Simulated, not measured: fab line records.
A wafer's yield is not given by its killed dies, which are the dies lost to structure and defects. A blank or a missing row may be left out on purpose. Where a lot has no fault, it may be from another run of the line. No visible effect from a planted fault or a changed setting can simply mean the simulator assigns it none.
A lot that was struck, set against a sound lot | flow sky130 | 44 out of 708 route steps
Sound: wafers L681.3, L681.4, L681.5. Struck: wafer L689.3 (L689.1, L689.2, from the same lot, were not struck and are left out); the cause is given at the end.
Order at every step that has rows: each side's tool, ch and its chambers, its first start. Under that, the readings that differ: sound wafers | struck wafers | difference of the means | sigmas: that difference in standard deviations of wafers without a fault.
alike: readings with means less than 2 such deviations apart, plus words and numbers identical on both sides. not compared: withheld readings, readings lacking a value on some wafer, bounds such as >300 that could conceal the same value, and numbers that have no deviation in the record and whose values overlap.
Wherever a step has rows on one side only, a row that says differs or no value, or a row with sigmas, the two part there. Non-overlapping numbers with no deviation appear without sigmas and do not part them. A reading that every wafer of one side lacks parts them only if that side has two wafers or more.

SKY_VIA3_ETCH_15: etches SiO2 in C4F8/O2/Ar, stops on TiN, target depth 507 nm, time 78 s.
  sound on rie diel-01 ch 1,2,3, day 41 13:31; struck on rie diel-04 ch 1, day 43 19:07
  reading            | sound          | struck | difference | sigmas
  rf fwd power W (W) | 1483 1480 1491 | 1496   | +11        | +2
  alike: bias w, oes product au
  not compared: rf hours counter h
SKY_VIA3_STRIP_16: strips in O2/N2.
  sound on plasma asher-04 ch 0,1, day 41 13:36; struck on plasma asher-03 ch 0, day 43 19:10
  alike: drypump motor current A, oes product au, strip time to endpoint s
  not compared: rf hours counter h
then, 5 steps without rows for these wafers: SKY_VIA3_STRIP_17 (strips in post etch residue remover, time 1200 s); SKY_VIA3_CLEAN_18 (cleans in IPA, time 180 s); SKY_VIA3_CLEAN_19 (cleans in O3/DIW); SKY_VIA3_SPUTTER_20 (material TiN, target thk 20 nm, time 80 s); SKY_VIA3_CVD_21 (deposits W, target thk 390 nm, time 117.31 s).
SKY_VIA3_RS_MEAS_22: the measuring method here is four-point-probe.
  sound: film metro-03 at day 41 14:23; struck: film metro-03 at day 43 19:57
  alike: VIA3_W_RS
SKY_VIA3_THK_MEAS_23: measures by xrf.
  sound: film metro-03 at day 41 14:29; struck: film metro-03 at day 43 20:04
  alike: VIA3_W_THK
SKY_VIA3_CMP_24: polishes, stops on SiO2, t overpolish 20 s, target thk 0 nm.
  sound on cmp-01 ch 1,3, day 41 14:36; struck on cmp-02 ch 0, day 43 20:08
  reading             | sound          | struck | difference | sigmas
  motor current A (A) | 12.7 12.6 13.2 | 10.1   | -2.7       | -2
  alike: overpolish run s, time to endpoint s
SKY_METAL4_SPUTTER_00: material Ti, target thk 15 nm, time 10 s.
  sound: pvd sputter-04 at day 41 14:54; struck: pvd sputter-04 at day 43 20:26
  alike: throttle valve pct
then, 1 step without rows for these wafers: SKY_METAL4_SPUTTER_01 (material TiN, target thk 20 nm, time 16.7 s).
SKY_METAL4_SPUTTER_02: material AlCu, target thk 735 nm, time 39.1 s.
  sound: pvd sputter-04 at day 41 14:57; struck: pvd sputter-04 at day 43 20:28
  reading                                     | sound             | struck | difference | sigmas
  model.AlCu_of_METAL4_SPUTTER_02.thk nm (nm) | 737.1 731.3 736.6 | 1071   | +336       |
  alike: throttle valve pct
then, 3 steps without rows for these wafers: SKY_METAL4_SPUTTER_03 (material Ti, target thk 5 nm, time 3.3 s); SKY_METAL4_SPUTTER_04 (material TiN, target thk 70 nm, time 58.3 s); SKY_CAP2M_CVD_00 (deposits SiO2, target thk 15.5 nm).
SKY_CAP2M_THK_MEAS_01:
  sound: film metro-04 at day 41 15:06; struck: film metro-02 at day 43 20:37
  alike: CAP2M_CVD_00_THK
SKY_CAP2M_SPUTTER_02: material TiN, target thk 200 nm, time 166.7 s.
  sound: pvd sputter-03 at day 41 15:08; struck: pvd sputter-02 at day 43 20:40
  alike: throttle valve pct
SKY_CAP2M_RS_MEAS_03: the measuring method here is four-point-probe.
  sound: film metro-01 at day 41 15:17; struck: film metro-01 at day 43 20:47
  alike: CAP2M_TIN_RS
SKY_CAP2M_THK_MEAS_04: measures by xrf.
  sound: film metro-01 at day 41 15:23; struck: film metro-01 at day 43 20:54
  alike: CAP2M_TIN_THK
then, 7 steps without rows for these wafers: SKY_CAP2M_DEHYDRATE_05 (time 60 s); SKY_CAP2M_HMDS_06 (prime time 60 s); SKY_CAP2M_COAT_07 (resist thk 1140 nm); SKY_CAP2M_SOFTBAKE_08 (time 60 s); SKY_CAP2M_EXPOSE_09 (exposes mask CAP2M, target cd 1000 nm); SKY_CAP2M_PEB_10; SKY_CAP2M_DEVELOP_11 (develop time 60 s).
SKY_CAP2M_OVL_MEAS_12:
  sound: overlay-02 at day 42 14:10; struck: overlay-02 at day 44 18:25
  alike: CAP2M_OVL
then, 13 steps without rows for these wafers: SKY_CAP2M_METAL_ETCH_13 (etches TiN in Cl2/BCl3, stops on SiO2, target depth 220 nm, time 62.9 s); SKY_CAP2M_STRIP_14 (strips in O2/N2); SKY_CAP2M_STRIP_15 (strips in post etch residue remover, time 1200 s); SKY_CAP2M_CLEAN_16 (cleans in IPA, time 180 s); SKY_CAP2M_CLEAN_17 (cleans in O3/DIW); SKY_METAL4_DEHYDRATE_05 (time 60 s); SKY_METAL4_HMDS_06 (prime time 60 s); SKY_METAL4_COAT_07 (resist thk 60 nm); SKY_METAL4_COAT_08 (resist thk 1140 nm); SKY_METAL4_SOFTBAKE_09 (time 90 s); SKY_METAL4_EXPOSE_10 (exposes mask MM4, target cd 300 nm); SKY_METAL4_PEB_11; SKY_METAL4_DEVELOP_12 (develop time 60 s).
SKY_METAL4_CD_MEAS_13: the cd target is 300 nm.
  sound: cd sem-01 at day 43 13:27; struck: cd sem-01 at day 45 16:40
  alike: cd nm
SKY_METAL4_METAL_ETCH_18: etches the open film in Cl2/BCl3, stops on SiO2, target depth 845 nm, time 183.1 s.
  sound on rie metal-03 ch 0,1, day 43 13:47; struck on rie metal-01 ch 0, day 45 16:58
  reading               | sound             | struck | difference | sigmas
  oes product au (a.u.) | 0.865 0.864 0.864 | 0.987  | +0.123     | +25
  alike: bias w, drypump motor current A, rf fwd power W, throttle valve pct
  not compared: rf hours counter h
-- the record jumps here: 4 days lie between the struck wafers' starts before and after (it left off in module METAL4 and takes up again in module PAD_OPEN, whose first step shown is number 708 of the route) --
SKY_PAD_OPEN_PROBE_99:
  sound: prober-02 at day 47 10:35; struck: prober-01 at day 49 07:43
  reading                  | sound          | struck | difference | sigmas
  defect limited yield (%) | 83.1 82.9 82.1 | 0      | -83        | -44
  killed_at_M4_up          | 4 0 1          | 405    | +403       | +99 or more
  killed at other          | 0 2 2          | 0      | -1         | -2
  killed dies              | 83 84 88       | 492    | +407       | +44
  killed on rim            | 20 15 13       | 96     | +80        | +19
  sort_bin_5_function (%)  | 9.8 10.2 10.2  | 92.5   | +82.4      | +52
  sort n pass              | 409 408 404    | 0      | -407       | -44
  sort yield pct (%)       | 83.1 82.9 82.1 | 0      | -83        | -44
  alike: killed_at_M0_to_M3, killed at contacts, killed at front end, killed open, killed short, sort_bin_3_pad_short, sort_bin_6_memory

## WHERE THEY PART
First at SKY_VIA3_ETCH_15; last, within this record, at SKY_PAD_OPEN_PROBE_99.

WHY: what had been put in by the simulator
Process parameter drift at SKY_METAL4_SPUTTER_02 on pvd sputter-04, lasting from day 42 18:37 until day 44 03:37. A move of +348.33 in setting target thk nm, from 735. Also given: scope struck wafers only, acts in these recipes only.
